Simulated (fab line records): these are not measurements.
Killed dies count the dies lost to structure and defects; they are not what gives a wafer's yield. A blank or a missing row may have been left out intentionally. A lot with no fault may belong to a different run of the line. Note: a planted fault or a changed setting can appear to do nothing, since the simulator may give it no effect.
Chamber matching || flow sfq line || pecvd-04 running SFQ_TRILAYER_I2_DEP_PECVD_063: 3 sister chambers
The step deposits SiO2 from SiH4/N2O, time 111.11 s, target thk 500 nm. 3 wafers are shown with their chamber, then 8 later ones without.

## EACH WAFER AND ITS CHAMBER
{"wafer": "L373.3", "chamber": 0, "throttle valve pct (%)": 23.7}
{"wafer": "L374.6", "chamber": 1, "throttle valve pct (%)": 25.2}
{"wafer": "L380.3", "chamber": 2, "throttle valve pct (%)": 24.5}

## WAFERS WITH NO CHAMBER GIVEN
{"wafer": "L380.4", "throttle valve pct (%)": 24.3}
{"wafer": "L380.6", "throttle valve pct (%)": 23.7}
{"wafer": "L381.1", "throttle valve pct (%)": 24.5}
{"wafer": "L381.5", "throttle valve pct (%)": 25.4}
{"wafer": "L381.6", "throttle valve pct (%)": 23.8}
{"wafer": "L385.1", "throttle valve pct (%)": 24.0}
{"wafer": "L385.2", "throttle valve pct (%)": 25.4}
{"wafer": "L385.6", "throttle valve pct (%)": 25.3}

## WHICH CHAMBER EACH WENT THROUGH
{"wafer": "L380.4", "from the rows above": 2, "in truth": 2}
{"wafer": "L380.6", "from the rows above": 0, "in truth": 0}
{"wafer": "L381.1", "from the rows above": 2, "in truth": 2}
{"wafer": "L381.5", "from the rows above": 1, "in truth": 1}
{"wafer": "L381.6", "from the rows above": 0, "in truth": 0}
{"wafer": "L385.1", "from the rows above": "can't be placed: 0 or 2", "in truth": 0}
{"wafer": "L385.2", "from the rows above": 1, "in truth": 1}
{"wafer": "L385.6", "from the rows above": 1, "in truth": 1}
Correctly placed: 7 of 8. Not placeable from these rows: 1 (in 1, the candidates include the true chamber). 0 placed wrongly.
How it was worked out, from the rows above alone: a wafer's distance from a chamber is the root of the sum, over the readings, of the square of ((its reading less the chamber's mean) divided by the reading's scatter). If the next closest chamber is less than 2 further off than the closest, the wafer can't be placed; otherwise it belongs to the closest. The mean given for a chamber averages the wafers shown for that chamber. The scatter: root of mean squared gap, hidden wafer to nearest shown wafer, with one shown wafer a chamber.
